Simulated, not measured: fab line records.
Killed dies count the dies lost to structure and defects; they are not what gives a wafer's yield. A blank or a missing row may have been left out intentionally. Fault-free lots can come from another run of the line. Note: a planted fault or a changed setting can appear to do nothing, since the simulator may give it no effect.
Which of the tools did it? + flow gf180mcu + Sampling: 13 lots, 39 wafers, 5 of 602 route steps

## WHAT EACH GAUGE READ, for each wafer
GF_VT_IMPLANT_RS_MEAS_46: measures by four-point-probe.
| lot  | measured     | on            | MVSD_RS (ohm/sq)  |
|------|--------------|---------------|-------------------|
| L177 | day 7 10:20  | film-metro-04 | 458.7 457.9 458.9 |
| L180 | day 8 07:05  | film-metro-04 | 454.6 455.4 454.6 |
| L181 | day 8 13:58  | film-metro-01 | 456.2 456.6 455.3 |
| L183 | day 9 06:40  | film-metro-01 | 456.4 456.3 456.7 |
| L185 | day 10 00:07 | film-metro-04 | 454.1 452.2 453.8 |
| L186 | day 10 02:01 | film-metro-04 | 454.0 454.7 453.1 |
| L192 | day 11 16:42 | film-metro-04 | 456.1 456.1 456.4 |
| L193 | day 12 01:37 | film-metro-03 | 457.8 455.8 456.0 |
| L194 | day 12 09:31 | film-metro-04 | 456.9 456.2 456.3 |
| L195 | day 12 18:21 | film-metro-03 | 457.0 458.1 457.5 |
| L196 | day 12 20:58 | film-metro-04 | 456.3 454.4 455.5 |
| L197 | day 13 06:04 | film-metro-04 | 454.7 454.4 454.4 |
| L199 | day 13 17:20 | film-metro-04 | 455.7 456.6 455.1 |

GF_DUAL_GATE_OVL_MEAS_11.
| lot  | measured     | on         | DUAL_GATE_OVL (nm) |
|------|--------------|------------|--------------------|
| L177 | day 8 04:38  | overlay-02 | 0.7 0.2 -0.2       |
| L180 | day 9 03:07  | overlay-02 | 1.9 0.9 0.9        |
| L181 | day 9 08:47  | overlay-01 | -0.8 -0.5 -1.0     |
| L183 | day 10 02:26 | overlay-02 | 0.8 1.3 2.7        |
| L185 | day 10 20:04 | overlay-02 | 2.3 2.2 3.5        |
| L186 | day 10 22:20 | overlay-02 | 1.8 1.1 1.0        |
| L192 | day 12 13:35 | overlay-01 | 0.0 -1.3 -0.4      |
| L193 | day 12 22:58 | overlay-01 | 0.5 2.0 2.2        |
| L194 | day 13 07:10 | overlay-01 | 0.8 0.5 -0.4       |
| L195 | day 13 17:05 | overlay-01 | -2.4 -2.3 -2.7     |
| L196 | day 13 19:56 | overlay-02 | -2.2 0.4 -0.1      |
| L197 | day 14 04:26 | overlay-01 | -0.1 -0.6 0.0      |
| L199 | day 14 17:26 | overlay-02 | 0.5 -1.0 0.1       |

GF_HV_LDD_THK_MEAS_55.
| lot  | measured     | on            | HV_LDD_CVD_54_THK (nm) |
|------|--------------|---------------|------------------------|
| L177 | day 12 07:09 | film-metro-04 | 9.81 9.85 9.97         |
| L180 | day 13 09:11 | film-metro-03 | 9.81 9.95 9.96         |
| L181 | day 13 15:05 | film-metro-03 | 10.19 10.06 10.19      |
| L183 | day 14 12:39 | film-metro-03 | 9.79 9.91 10.04        |
| L185 | day 15 05:56 | film-metro-03 | 9.83 9.73 9.94         |
| L186 | day 15 09:20 | film-metro-04 | 10.30 10.28 10.23      |
| L192 | day 17 06:24 | film-metro-04 | 9.98 9.81 9.89         |
| L193 | day 17 18:51 | film-metro-03 | 10.19 10.11 10.16      |
| L194 | day 18 08:32 | film-metro-03 | 10.00 10.07 10.21      |
| L195 | day 18 22:12 | film-metro-03 | 10.11 10.17 9.97       |
| L196 | day 18 23:14 | film-metro-03 | 9.81 9.84 9.86         |
| L197 | day 19 06:05 | film-metro-01 | 9.93 9.93 10.01        |
| L199 | day 20 05:50 | film-metro-03 | 9.93 9.87 10.00        |

## WHAT TOOL EACH LOT RAN ON (gives the tool, then ch and the chambers of the sampled wafers, and finally the start)
| lot  | GF_MVSD_IMPLANT_08             | GF_HV_LDD_STRIP_22                   |
|------|--------------------------------|--------------------------------------|
| L177 | implanter-02 ch 0, day 4 07:45 | plasma-asher-02 ch 0,1, day 10 14:52 |
| L180 | implanter-02 ch 0, day 5 03:03 | plasma-asher-01 ch 0,1, day 11 15:43 |
| L181 | implanter-01 ch 0, day 5 07:19 | plasma-asher-01 ch 0,1, day 11 21:52 |
| L183 | implanter-01 ch 0, day 5 21:13 | plasma-asher-01 ch 0,1, day 12 18:04 |
| L185 | implanter-01 ch 0, day 6 11:55 | plasma-asher-03 ch 1, day 13 10:58   |
| L186 | implanter-01 ch 0, day 6 15:36 | plasma-asher-03 ch 0,1, day 13 15:13 |
| L192 | implanter-03 ch 0, day 8 00:07 | plasma-asher-03 ch 0,1, day 15 08:15 |
| L193 | implanter-03 ch 0, day 8 07:09 | plasma-asher-03 ch 0,1, day 15 20:25 |
| L194 | implanter-03 ch 0, day 8 13:00 | plasma-asher-02 ch 0, day 16 08:16   |
| L195 | implanter-02 ch 0, day 8 20:54 | plasma-asher-02 ch 0,1, day 16 20:36 |
| L196 | implanter-02 ch 0, day 8 22:58 | plasma-asher-03 ch 0,1, day 16 20:54 |
| L197 | implanter-01 ch 0, day 9 06:36 | plasma-asher-03 ch 0,1, day 17 04:19 |
| L199 | implanter-03 ch 0, day 9 16:41 | plasma-asher-01 ch 0,1, day 18 02:01 |
- GF_MVSD_IMPLANT_08
- GF_HV_LDD_STRIP_22: strips in O2/N2.

## AS READ BY THE TOOLS THEMSELVES (means over the sampled wafers that have a number; for cases with no such wafer, the mark the record gives instead)
GF_MVSD_IMPLANT_08.
| lot  | tool         | beam-energy-keV |
|------|--------------|-----------------|
| L177 | implanter-02 | 399.95          |
| L180 | implanter-02 | 399.96          |
| L181 | implanter-01 | 400.05          |
| L183 | implanter-01 | 399.88          |
| L185 | implanter-01 | 417.24          |
| L186 | implanter-01 | 417.34          |
| L192 | implanter-03 | 399.97          |
| L193 | implanter-03 | 400.07          |
| L194 | implanter-03 | 400.05          |
| L195 | implanter-02 | 400.18          |
| L196 | implanter-02 | 399.95          |
| L197 | implanter-01 | 399.99          |
| L199 | implanter-03 | 399.95          |

GF_HV_LDD_STRIP_22.
| lot  | tool            | drypump-motor-current-A (A) | heater-power-w (W) | o2-flow-sccm (sccm) | oes-product-au (a.u.) | strip-time-to-endpoint-s (s) |
|------|-----------------|-----------------------------|--------------------|---------------------|-----------------------|------------------------------|
| L177 | plasma-asher-02 | 6.2                         | 378                | 2998                | 0.717                 | 12.64                        |
| L180 | plasma-asher-01 | 6.0                         | 349                | 3007                | 0.714                 | 12.66                        |
| L181 | plasma-asher-01 | 6.0                         | 355                | 2985                | 0.715                 | 12.64                        |
| L183 | plasma-asher-01 | 5.7                         | 343                | 3001                | 0.711                 | 12.69                        |
| L185 | plasma-asher-03 | 4.9                         | 325                | 2997                | 0.719                 | 12.64                        |
| L186 | plasma-asher-03 | 5.1                         | 323                | 2998                | 0.713                 | 12.66                        |
| L192 | plasma-asher-03 | 5.1                         | 320                | 3004                | 0.716                 | 12.68                        |
| L193 | plasma-asher-03 | 5.1                         | 317                | 2996                | 0.720                 | 12.62                        |
| L194 | plasma-asher-02 | 6.5                         | 382                | 3001                | 0.714                 | 12.66                        |
| L195 | plasma-asher-02 | 6.2                         | 374                | 3007                | 0.718                 | 12.64                        |
| L196 | plasma-asher-03 | 5.1                         | 322                | 2993                | 0.715                 | 12.60                        |
| L197 | plasma-asher-03 | 5.1                         | 325                | 2993                | 0.717                 | 12.63                        |
| L199 | plasma-asher-01 | 5.7                         | 343                | 3004                | 0.714                 | 12.67                        |

## THE ANSWER, worked out from the rows above alone
Rule: what is usual is taken from the lots themselves. Put in order of their means at a reading, lots are off if they are a third of the lots or fewer, leave a main group of 4 or more, and stand apart from it by a gap of 3 or more times the standard deviation of the main group's means; of several such gaps the widest counts. A main group whose means are all the same, to the digits that the tables above print for the reading, isn't used. A lot without any number at a reading at which 4 lots or more have one is off too. The other lots that the step has rows for count as sound. After the gauges, taken in route order, come the tools' own readings; for these a lot's mean is taken, as printed above. At the first step where some lot is off, the reading lying furthest off is the one used; lots without a number count as furthest.
Off, at GF_MVSD_IMPLANT_08 on beam-energy-keV: L185, L186. For the main group the mean is 400.00 and the standard deviation 0.078.
A tool fits if, at that step or a process step before it, it ran every lot that is off, and no sound lot after the first of them. Not one of the candidates tried fits.

## WHAT THE SIMULATOR HAD INSERTED
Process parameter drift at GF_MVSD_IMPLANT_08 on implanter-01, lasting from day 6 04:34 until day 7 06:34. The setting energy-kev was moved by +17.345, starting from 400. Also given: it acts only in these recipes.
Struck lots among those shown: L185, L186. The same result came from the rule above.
